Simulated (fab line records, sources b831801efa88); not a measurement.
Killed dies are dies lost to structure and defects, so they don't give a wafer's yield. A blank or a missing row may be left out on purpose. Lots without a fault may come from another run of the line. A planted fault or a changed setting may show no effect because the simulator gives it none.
fab line records | flow sky130
record lots=12 wafers=36 last_day=50
route steps=708 shown VT_ADJUST_HVTP@95 VT_ADJUST_LVTN@107 VT_ADJUST_NCORE@128 RES_PROTECT@215 PAD_OPEN@708
lots that met no fault: from a run of the same line without faults
start_h: hours from the record's first day to the start of the lot's first wafer shown | wait_h: hours since the lot's step before | " the same as in the row above | L1.1+2: a row that stands for several wafers | - no value, or no start given | * or withheld: withheld | < > ~ a bound
route shown NAME@n: a module of which the file shows steps, and the number in the route of the first | usual: mean/standard deviation of fault-free wafers | same: alike in all rows | chamber/n: place in a boat | sites: the reading at each site | _std_site: their standard deviation | _edge_site: outer sites' mean less inner sites' | radius_mm: how far each site lies from the wafer's centre | mask NAME#n: copy n | behind: the tool/chamber that last shaped the wafer | hold: why the lot was held/for how many hours/how that ended | device: the transistor (n, p or np) that didn't switch | end of line: the same wafers' tests at the end of the route | a step without rows: its recipe alone | killed: dies lost to structure and defects at the first sort, not the wafer's yield | map: a wafer's dies, x killed, . not, _ none there
set.NAME: the setting as run; set.NAME@STEP: as run at that earlier step | model.NAME: the simulator's own value behind a step, which no gauge read
steps of the route over a sample of lots; a table a step, a row a wafer
services: from which hour (start_h, from the record's first day; less than 0 if before it) a tool's chamber was out of use, for how many hours, and why
## steps
# step SKY_VT_ADJUST_HVTP_STRIP_10
# recipe chemistry=O2/N2 power_w=1400 pressure_mtorr=1500 platen_temp_c=withheld o2_flow_sccm=3000 n2_flow_sccm=300 overash_fraction=0.5
# usual drypump_motor_current_A=5.6/0.4 oes_product_au=0.716/0.0043 strip_time_to_endpoint_s=14.16/0.039
# columns lot.wafer tool chamber start_h wait_h drypump_motor_current_A oes_product_au rf_hours_counter_h strip_time_to_endpoint_s
L528.1 plasma_asher-01 0 133.58 0.1 6.0 0.717 31 14.19
L528.3 " 1 " " 5.8 0.723 - 14.14
L528.5 " 0 " " 6.0 0.717 - 14.20
L529.2 plasma_asher-01 1 138.43 0.1 5.8 0.712 31 14.17
L529.4 " 0 " " 6.0 0.715 - 14.14
L529.5 " 0 " " 6.0 0.716 - 14.15
L531.1 plasma_asher-01 0 154.68 0.1 6.0 0.715 33 14.16
L531.2 " 1 " " 5.7 0.714 33 14.14
L531.3 " 0 " " 6.0 0.716 - 14.14
L533.2 plasma_asher-03 1 165.98 0.1 5.0 0.710 5 14.17
L533.4 " 0 " " 4.8 0.711 - 14.16
L533.5 " 1 " " 5.0 0.717 - 14.14
L534.4 plasma_asher-04 1 172.60 0.1 5.7 0.716 - 14.13
L534.5 " 0 " " 5.6 0.714 - 14.19
L534.6 " 1 " " 5.7 0.716 - 14.19
L535.2 plasma_asher-04 0 177.01 0.1 5.6 0.715 49 14.12
L535.3 " 0 " " 5.7 0.719 - 14.08
L535.4 " 1 " " 5.7 0.718 - 14.08
L536.1 plasma_asher-01 1 185.68 0.1 5.7 0.710 36 14.13
L536.4 " 0 " " 6.0 0.720 - 14.14
L536.6 " 0 " " 6.0 0.718 - 14.13
L537.1 plasma_asher-01 0 191.73 0.1 6.0 0.712 37 14.13
L537.3 " 1 " " 5.7 0.727 - 14.14
L537.6 " 1 " " 5.7 0.712 - 14.14
L544.1 plasma_asher-04 1 236.73 0.1 5.7 0.716 55 14.25
L544.2 " 0 " " 5.6 0.710 55 14.24
L544.6 " 1 " " 5.7 0.718 - 14.22
L546.1 plasma_asher-03 0 243.83 0.1 4.8 0.713 12 14.19
L546.3 " 1 " " 5.0 0.705 - 14.18
L546.6 " 0 " " 4.8 0.711 - 14.21
L547.1 plasma_asher-04 1 248.88 0.1 5.7 0.721 56 14.19
L547.5 " 0 " " 5.6 0.721 - 14.18
L547.6 " 1 " " 5.7 0.720 - 14.17
L548.2 plasma_asher-04 1 255.28 0.1 5.7 0.714 57 14.18
L548.4 " 1 " " 5.7 0.722 - 14.20
L548.6 " 0 " " 5.6 0.715 - 14.20
# step SKY_VT_ADJUST_LVTN_TW_MEAS_10
# usual VT_ADJUST_LVTN_TW=241.1/1.4
# columns lot.wafer tool chamber start_h wait_h VT_ADJUST_LVTN_TW
L528.1 film_metro-02 - 153.36 0.1 243.6
L528.3 " - " " 242.1
L528.5 " - " " 242.7
L529.2 film_metro-03 - 158.52 0.1 238.0
L529.4 " - " " 239.0
L529.5 " - " " 237.6
L531.1 film_metro-04 - 174.76 0.1 242.0
L531.2 " - " " 241.3
L531.3 " - " " 241.7
L533.2 film_metro-03 - 184.36 0.1 240.0
L533.4 " - " " 238.8
L533.5 " - " " 239.8
L534.4 film_metro-04 - 191.99 0.1 242.7
L534.5 " - " " 241.0
L534.6 " - " " 241.8
L535.2 film_metro-04 - 195.87 0.1 243.0
L535.3 " - " " 241.4
L535.4 " - " " 242.5
L536.1 film_metro-02 - 207.56 0.1 240.0
L536.4 " - " " 240.7
L536.6 " - " " 240.7
L537.1 film_metro-03 - 213.36 0.1 239.7
L537.3 " - " " 239.7
L537.6 " - " " 239.8
L544.1 film_metro-04 - 259.05 0.1 240.6
L544.2 " - " " 240.7
L544.6 " - " " 241.6
L546.1 film_metro-04 - 266.66 0.1 243.1
L546.3 " - " " 241.1
L546.6 " - " " 241.9
L547.1 film_metro-04 - 271.60 0.1 242.6
L547.5 " - " " 242.7
L547.6 " - " " 242.5
L548.2 film_metro-02 - 278.76 0.1 240.5
L548.4 " - " " 240.3
L548.6 " - " " 240.3
# step SKY_VT_ADJUST_NCORE_IMPLANT_09
# recipe species=B energy_kev=10 dose_cm2=2.4e+12 tilt_deg=withheld
# usual dose_ions_cm2=2.4007e+12/2.9e+09 faraday_current_uA=13.52/0.25
# columns lot.wafer tool chamber start_h wait_h dose_ions_cm2 faraday_current_uA
L528.1 implanter-01 0 192.18 0.0 2.4046e+12 13.65
L528.3 " 0 " " 2.3986e+12 13.85
L528.5 " 0 " " 2.4031e+12 13.67
L529.2 implanter-04 0 196.79 0.0 2.4002e+12 13.35
L529.4 " 0 " " 2.4027e+12 13.65
L529.5 " 0 " " 2.3977e+12 13.52
L531.1 implanter-04 0 215.98 0.0 2.4e+12 13.48
L531.2 " 0 " " 2.4005e+12 13.50
L531.3 " 0 " " 2.4008e+12 13.66
L533.2 implanter-03 0 226.80 0.0 2.3992e+12 13.87
L533.4 " 0 " " 2.4022e+12 13.45
L533.5 " 0 " " 2.4022e+12 13.83
L534.4 implanter-03 0 233.64 0.1 2.4022e+12 13.54
L534.5 " 0 " " 2.4002e+12 13.35
L534.6 " 0 " " 2.3984e+12 13.75
L535.2 implanter-04 0 239.10 0.0 2.3976e+12 13.42
L535.3 " 0 " " 2.4013e+12 13.35
L535.4 " 0 " " 2.3986e+12 13.40
L536.1 implanter-04 0 250.22 0.0 2.4045e+12 13.40
L536.4 " 0 " " 2.4056e+12 13.79
L536.6 " 0 " " 2.4028e+12 13.52
L537.1 implanter-01 0 256.46 0.0 2.3992e+12 12.91
L537.3 " 0 " " 2.3957e+12 13.50
L537.6 " 0 " " 2.4005e+12 13.63
L544.1 implanter-03 0 305.28 0.0 3.8565e+12 21.06
L544.2 " 0 " " 3.8589e+12 21.73
L544.6 " 0 " " 3.8539e+12 21.70
L546.1 implanter-01 0 315.77 0.0 2.4012e+12 13.51
L546.3 " 0 " " 2.4055e+12 13.16
L546.6 " 0 " " 2.4018e+12 13.52
L547.1 implanter-03 0 320.92 0.0 3.8582e+12 21.76
L547.5 " 0 " " 3.8597e+12 21.73
L547.6 " 0 " " 3.8575e+12 22.48
L548.2 implanter-01 0 329.00 0.0 2.3992e+12 13.96
L548.4 " 0 " " 2.4006e+12 13.48
L548.6 " 0 " " 2.4007e+12 13.21
# step SKY_VT_ADJUST_NCORE_TW_MEAS_11
# usual VT_ADJUST_NCORE_TW=218.0/1.3
# columns lot.wafer tool chamber start_h wait_h VT_ADJUST_NCORE_TW
L528.1 film_metro-01 - 192.43 0.1 216.5
L528.3 " - " " 216.6
L528.5 " - " " 216.5
L529.2 film_metro-03 - 197.02 0.1 216.3
L529.4 " - " " 218.3
L529.5 " - " " 217.3
L531.1 film_metro-01 - 216.23 0.1 217.5
L531.2 " - " " 218.3
L531.3 " - " " 217.8
L533.2 film_metro-03 - 227.04 0.1 215.7
L533.4 " - " " 216.8
L533.5 " - " " 216.2
L534.4 film_metro-04 - 233.84 0.1 220.4
L534.5 " - " " 220.4
L534.6 " - " " 220.5
L535.2 film_metro-03 - 239.33 0.1 217.8
L535.3 " - " " 216.6
L535.4 " - " " 216.6
L536.1 film_metro-03 - 250.47 0.1 217.8
L536.4 " - " " 217.5
L536.6 " - " " 216.6
L537.1 film_metro-03 - 256.71 0.1 218.1
L537.3 " - " " 217.9
L537.6 " - " " 217.9
L544.1 film_metro-01 - 305.53 0.1 250.7
L544.2 " - " " 249.3
L544.6 " - " " 249.6
L546.1 film_metro-03 - 316.02 0.1 217.9
L546.3 " - " " 217.2
L546.6 " - " " 216.7
L547.1 film_metro-03 - 321.17 0.1 248.5
L547.5 " - " " 248.4
L547.6 " - " " 248.8
L548.2 film_metro-03 - 329.24 0.1 214.9
L548.4 " - " " 216.1
L548.6 " - " " 217.3
# step SKY_RES_PROTECT_TW_MEAS_08
# usual POLY_GATE_TW=4025/23
# columns lot.wafer tool chamber start_h wait_h POLY_GATE_TW
L528.1 film_metro-03 - 349.73 0.1 4022
L528.3 " - " " 3999
L528.5 " - " " 4024
L529.2 film_metro-02 - 359.83 0.1 4044
L529.4 " - " " 4047
L529.5 " - " " 4027
L531.1 film_metro-02 - 371.96 0.1 4042
L531.2 " - " " 4059
L531.3 " - " " 4062
L533.2 film_metro-02 - 391.09 0.1 4024
L533.4 " - " " 4017
L533.5 " - " " 4002
L534.4 film_metro-03 - 395.25 0.1 4019
L534.5 " - " " 4012
L534.6 " - " " 4022
L535.2 film_metro-02 - 401.98 0.1 4014
L535.3 " - " " 4042
L535.4 " - " " 4039
L536.1 film_metro-02 - 418.21 0.1 4012
L536.4 " - " " 4035
L536.6 " - " " 4039
L537.1 film_metro-04 - 426.03 0.1 4011
L537.3 " - " " 3989
L537.6 " - " " 4006
L544.1 film_metro-04 - 489.57 0.1 3997
L544.2 " - " " 4013
L544.6 " - " " 4010
L546.1 film_metro-04 - 502.75 0.1 4003
L546.3 " - " " 4028
L546.6 " - " " 4003
L547.1 film_metro-03 - 511.92 0.1 4030
L547.5 " - " " 4026
L547.6 " - " " 4030
L548.2 film_metro-02 - 526.78 0.1 4026
L548.4 " - " " 4004
L548.6 " - " " 4014
# step SKY_PAD_OPEN_PROBE_99
# usual killed_at_M0_to_M3=43/7.1 killed_at_M4_up=3.0/1.9 killed_at_contacts=24/5 killed_at_front_end=15/4.3 killed_at_other=0.3/0.5 killed_dies=85/9.6 killed_open=46/7.1 killed_short=39/6.8
# same gross_dies=492 killed_at_back_side=0
# columns lot.wafer tool chamber start_h wait_h killed_at_M0_to_M3 killed_at_M4_up killed_at_contacts killed_at_front_end killed_at_other killed_dies killed_open killed_short
L537.1 prober-01 - 1131.06 0.1 38 1 31 13 0 83 52 31
L537.3 prober-01 - 1131.16 0.2 39 3 25 18 0 85 44 41
L537.6 prober-01 - 1131.31 0.2 40 4 24 15 0 83 49 34
# killed by level:class
L537.1 LI_CONTACT:geometric_particle:open=12 CONTACT:geometric_particle:open=11 VIA3:geometric_particle:open=8 METAL1:geometric_particle:short=7 VIA1:geometric_particle:open=7 METAL2:geometric_particle:short=5 POLY_GATE:geometric_particle:open=4 POLY_GATE:geometric_particle:short=4
L537.3 VIA3:geometric_particle:open=11 LI_CONTACT:geometric_particle:open=7 CONTACT:geometric_particle:open=7 LOCAL_INTERCONNECT:geometric_particle:short=6 VIA1:geometric_particle:open=6 METAL1:geometric_particle:short=5 POLY_GATE:geometric_particle:short=5 FIELD_ISO:geometric_particle:open=4
L537.6 VIA3:geometric_particle:open=11 CONTACT:geometric_particle:open=9 VIA2:geometric_particle:open=8 VIA1:geometric_particle:open=6 LOCAL_INTERCONNECT:geometric_particle:short=5 LI_CONTACT:geometric_particle:open=4 CONTACT:geometric_particle:short=4 METAL1:geometric_particle:short=4
## services
# columns tool chamber start_h hours kind
plasma_asher-03 0 117.75 - clean
plasma_asher-03 1 117.75 - clean
implanter-01 - 119.02 4.5 repair
implanter-03 - 145.35 3.4 pm
plasma_asher-03 - 151.18 2.8 pm
implanter-04 - 158.55 1.1 repair
implanter-04 - 159.67 3.5 pm
plasma_asher-03 - 171.04 0.9 repair
implanter-03 - 202.02 2.9 repair
implanter-04 - 223.69 1.8 repair
implanter-03 - 244.53 11.1 pm
plasma_asher-04 - 258.29 1.2 repair
plasma_asher-01 - 262.23 5.1 repair
plasma_asher-03 - 273.48 0.4 repair
implanter-04 - 277.15 3.6 repair
implanter-04 - 284.09 1.8 repair
implanter-03 - 295.72 2.9 repair
implanter-04 - 298.45 3.3 repair
implanter-01 - 299.41 6.6 pm
implanter-04 - 302.54 3.5 repair
plasma_asher-01 - 321.18 0.5 repair
## key
first_sign step=SKY_VT_ADJUST_NCORE_IMPLANT_09 reading=dose_ions_cm2 direction=up sigmas=99+ usual=* struck=*
effect step=SKY_VT_ADJUST_NCORE_IMPLANT_09 reading=faraday_current_uA direction=up sigmas=33 usual=13.52 struck=21.75
effect step=SKY_VT_ADJUST_NCORE_TW_MEAS_11 reading=VT_ADJUST_NCORE_TW direction=up sigmas=23 usual=218.0 struck=249.2
met_at SKY_VT_ADJUST_NCORE_IMPLANT_09
struck_lots L544,L547
tester_left_out L544,L547
not_acting_at SKY_VT_ADJUST_HVTP_STRIP_10,SKY_VT_ADJUST_LVTN_TW_MEAS_10,SKY_RES_PROTECT_TW_MEAS_08
onset_between 233.64 305.28
fault kind=process_parameter_drift tool=implanter-03 chamber=- onset_h=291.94 steps=SKY_VT_ADJUST_NCORE_IMPLANT_09 channel=dose_cm2 offset=* shape=step end_h=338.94 acts_in=* stated=*
# tester_left_out: of these lots the tester's yield and bins aren't shown, on N5 and GAA mostly nor the transistor test; their killed dies are dies lost to structure and defects alone, not to doping, threshold or leakage, so they don't give the yield
